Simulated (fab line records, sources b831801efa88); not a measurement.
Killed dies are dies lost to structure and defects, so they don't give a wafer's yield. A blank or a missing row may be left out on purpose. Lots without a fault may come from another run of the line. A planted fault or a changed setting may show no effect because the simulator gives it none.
Which tool did it? | flow sky130 | 15 lots, 45 wafers sampled, at 5 steps of a route of 708

WHAT THE GAUGES READ, wafer by wafer
SKY_NWELL_RS_MEAS_29: measures by four-point-probe.
lot  | measured     | on            | NWELL_RS (ohm/sq)
L520 | day 5 05:19  | film_metro-04 | 626.4 626.4 625.1
L525 | day 6 11:25  | film_metro-01 | 623.6 623.8 624.0
L526 | day 6 22:07  | film_metro-01 | 627.3 626.7 626.6
L528 | day 7 09:26  | film_metro-04 | 624.1 623.5 624.8
L530 | day 7 19:29  | film_metro-02 | 627.2 626.2 626.8
L532 | day 8 08:55  | film_metro-02 | 649.5 651.4 648.5
L533 | day 8 13:19  | film_metro-02 | 651.7 652.2 652.9
L534 | day 8 18:16  | film_metro-02 | 650.8 653.2 652.4
L535 | day 9 03:52  | film_metro-04 | 624.2 625.7 625.7
L537 | day 9 14:10  | film_metro-02 | 626.7 628.0 625.7
L539 | day 10 01:42 | film_metro-04 | 621.7 620.4 623.7
L540 | day 10 11:32 | film_metro-01 | 625.9 625.9 625.0
L541 | day 10 18:00 | film_metro-04 | 622.6 623.4 625.4
L542 | day 11 05:24 | film_metro-04 | 625.6 626.2 625.1
L543 | day 11 10:16 | film_metro-02 | 627.6 626.5 627.2

SKY_SD_P_TW_MEAS_11.
lot  | measured     | on            | SD_P_TW
L520 | day 25 10:58 | film_metro-04 | 2806 2817 2808
L525 | day 27 13:55 | film_metro-02 | 2861 2860 2859
L526 | day 28 02:42 | film_metro-02 | 2830 2833 2832
L528 | day 28 16:26 | film_metro-04 | 2818 2814 2809
L530 | day 29 16:42 | film_metro-02 | 2877 2877 2878
L535 | day 30 15:06 | film_metro-02 | 2837 2849 2830
L537 | day 31 08:36 | film_metro-04 | 2797 2790 2795
L539 | day 31 19:11 | film_metro-02 | 2838 2838 2847
L540 | day 32 04:11 | film_metro-04 | 2785 2786 2785
L541 | day 32 15:59 | film_metro-04 | 2787 2794 2782
L542 | day 33 12:49 | film_metro-03 | 2857 2858 2836
L543 | day 33 17:04 | film_metro-04 | 2825 2807 2809

SKY_LI_CONTACT_THK_MEAS_01.
lot  | measured     | on            | LI_CONTACT_HDPCVD_THK (nm)
L520 | day 27 22:49 | film_metro-03 | 935 944 933
L525 | day 30 01:04 | film_metro-02 | 923 919 918
L526 | day 30 13:25 | film_metro-04 | 913 924 917
L528 | day 31 02:34 | film_metro-02 | 931 941 929
L530 | day 32 00:31 | film_metro-04 | 913 929 922
L535 | day 33 00:10 | film_metro-02 | 944 933 927
L537 | day 33 16:25 | film_metro-02 | 926 925 937
L539 | day 34 04:32 | film_metro-03 | 941 951 944
L540 | day 34 12:02 | film_metro-03 | 928 940 929
L541 | day 34 23:43 | film_metro-04 | 946 929 932
L542 | day 35 19:21 | film_metro-02 | 940 926 932
L543 | day 35 23:04 | film_metro-02 | 941 940 948

SKY_LI_CONTACT_OVL_MEAS_13.
lot  | measured     | on         | LI_CONTACT_OVL (nm)
L520 | day 29 05:21 | overlay-01 | -8 -3 -8
L525 | day 31 06:16 | overlay-01 | 0 -1 -10
L526 | day 31 17:38 | overlay-01 | -8 1 0
L528 | day 32 05:49 | overlay-02 | 8 -2 -3
L530 | day 33 04:41 | overlay-02 | 6 10 -1
L535 | day 34 03:53 | overlay-01 | 2 -10 -4
L537 | day 34 19:44 | overlay-01 | 2 -3 0
L539 | day 35 07:35 | overlay-01 | 1 9 2
L540 | day 35 15:09 | overlay-01 | 0 2 -8
L541 | day 36 01:41 | overlay-01 | 5 3 1
L542 | day 36 21:25 | overlay-01 | 0 -4 -7
L543 | day 37 01:41 | overlay-02 | 3 7 1

WHICH TOOL RAN EACH LOT (tool, then ch and the chambers of the sampled wafers, then the start)
lot  | SKY_NWELL_IMPLANT_13
L520 | implanter-04 ch 0, day 4 11:31
L525 | implanter-01 ch 0, day 5 16:20
L526 | implanter-04 ch 0, day 6 02:32
L528 | implanter-02 ch 0, day 6 12:57
L530 | implanter-01 ch 0, day 6 23:07
L532 | implanter-01, day 7 12:31
L533 | implanter-04, day 7 16:52
L534 | implanter-01, day 7 20:56
L535 | implanter-02 ch 0, day 8 06:34
L537 | implanter-01 ch 0, day 8 16:02
L539 | implanter-04 ch 0, day 9 02:23
L540 | implanter-02 ch 0, day 9 12:33
L541 | implanter-02 ch 0, day 9 18:29
L542 | implanter-02 ch 0, day 10 04:44
L543 | implanter-04 ch 0, day 10 10:15
- SKY_NWELL_IMPLANT_13

WHAT THE TOOLS THEMSELVES READ (means of the sampled wafers that have a number; where no wafer has one, the mark that the record gives instead)
SKY_NWELL_IMPLANT_13.
lot  | tool         | beam_energy_keV | beam_on_s (s) | dose_ions_cm2
L520 | implanter-04 | 50.004          | 10.08         | 6.999e+11
L525 | implanter-01 | 50.006          | 9.90          | 6.998e+11
L526 | implanter-04 | 49.992          | 10.14         | 6.996e+11
L528 | implanter-02 | 49.996          | 10.04         | 7.003e+11
L530 | implanter-01 | 49.994          | 9.91          | 7.000e+11
L532 | implanter-01 | -               | -             | -
L533 | implanter-04 | -               | -             | -
L534 | implanter-01 | -               | -             | -
L535 | implanter-02 | 50.000          | 10.06         | 6.995e+11
L537 | implanter-01 | 50.003          | 10.28         | 6.991e+11
L539 | implanter-04 | 49.986          | 9.98          | 6.998e+11
L540 | implanter-02 | 50.001          | 10.05         | 6.999e+11
L541 | implanter-02 | 50.012          | 10.19         | 7.008e+11
L542 | implanter-02 | 49.993          | 9.88          | 7.006e+11
L543 | implanter-04 | 50.011          | 9.82          | 6.999e+11

THE ANSWER, worked out from the rows above alone
Rule: what is usual is taken from the lots themselves. Put in order of their means at a reading, lots are off if they are a third of the lots or fewer, leave a main group of 4 or more, and stand apart from it by a gap of 3 or more times the standard deviation of the main group's means; of several such gaps the widest counts. A main group whose means are all the same, to the digits that the tables above print for the reading, isn't used. A lot without any number at a reading at which 4 lots or more have one is off too. The other lots that the step has rows for count as sound. The gauges are gone through in route order, then the tools' own readings, and for those a lot's mean is taken as printed above. The first step at which some lot is off is used, and at that step the reading that is off furthest; a lot without a number counts as furthest.
Off: L532, L533, L534, at SKY_NWELL_RS_MEAS_29 (NWELL_RS). The main group: mean 625.3 ohm/sq, standard deviation 1.5.
A tool fits if, at a process step before that reading, it ran every lot that is off, and no sound lot after the first of them. The gauges at SKY_NWELL_RS_MEAS_29 aren't tried: what is off there is off at SKY_NWELL_IMPLANT_13 too, on other tools, and a gauge's error can't cause that. None of those tried fits.

WHAT THE SIMULATOR HAD PUT IN
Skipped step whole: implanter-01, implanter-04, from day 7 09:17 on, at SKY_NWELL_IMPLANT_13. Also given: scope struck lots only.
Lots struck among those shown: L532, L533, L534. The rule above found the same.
